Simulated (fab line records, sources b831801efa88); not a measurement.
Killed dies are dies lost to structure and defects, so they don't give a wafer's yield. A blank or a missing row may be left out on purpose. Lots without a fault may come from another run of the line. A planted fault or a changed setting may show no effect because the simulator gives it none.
Which tool did it? | flow sky130 | 6 lots, 18 wafers sampled, at 1 step of a route of 708

WHAT THE GAUGES READ, wafer by wafer
SKY_GATE_OXIDE_TW_MEAS_14.
lot  | measured     | on            | GATE_OXIDE_TW
L329 | day 16 07:23 | film_metro-04 | 225.6 225.3 225.7
L331 | day 17 08:24 | film_metro-03 | 224.4 224.0 224.7
L335 | day 19 00:03 | film_metro-02 | 225.3 226.4 224.2
L338 | day 20 08:07 | film_metro-02 | 224.5 224.7 225.5
L341 | day 20 23:49 | film_metro-04 | 223.7 226.7 225.1
L344 | day 21 21:38 | film_metro-04 | 224.2 222.2 223.5

WHICH TOOL RAN EACH LOT (tool, then ch and the chambers of the sampled wafers, then the start)
The record holds no process step before these readings.

THE ANSWER, worked out from the rows above alone
Rule: what is usual is taken from the lots themselves. Put in order of their means at a reading, lots are off if they are a third of the lots or fewer, leave a main group of 4 or more, and stand apart from it by a gap of 3 or more times the standard deviation of the main group's means; of several such gaps the widest counts. A main group whose means are all the same, to the digits that the tables above print for the reading, isn't used. A lot without any number at a reading at which 4 lots or more have one is off too. The other lots that the step has rows for count as sound.
No lot is off at any reading shown: from this, nothing can be told.

WHAT THE SIMULATOR HAD PUT IN
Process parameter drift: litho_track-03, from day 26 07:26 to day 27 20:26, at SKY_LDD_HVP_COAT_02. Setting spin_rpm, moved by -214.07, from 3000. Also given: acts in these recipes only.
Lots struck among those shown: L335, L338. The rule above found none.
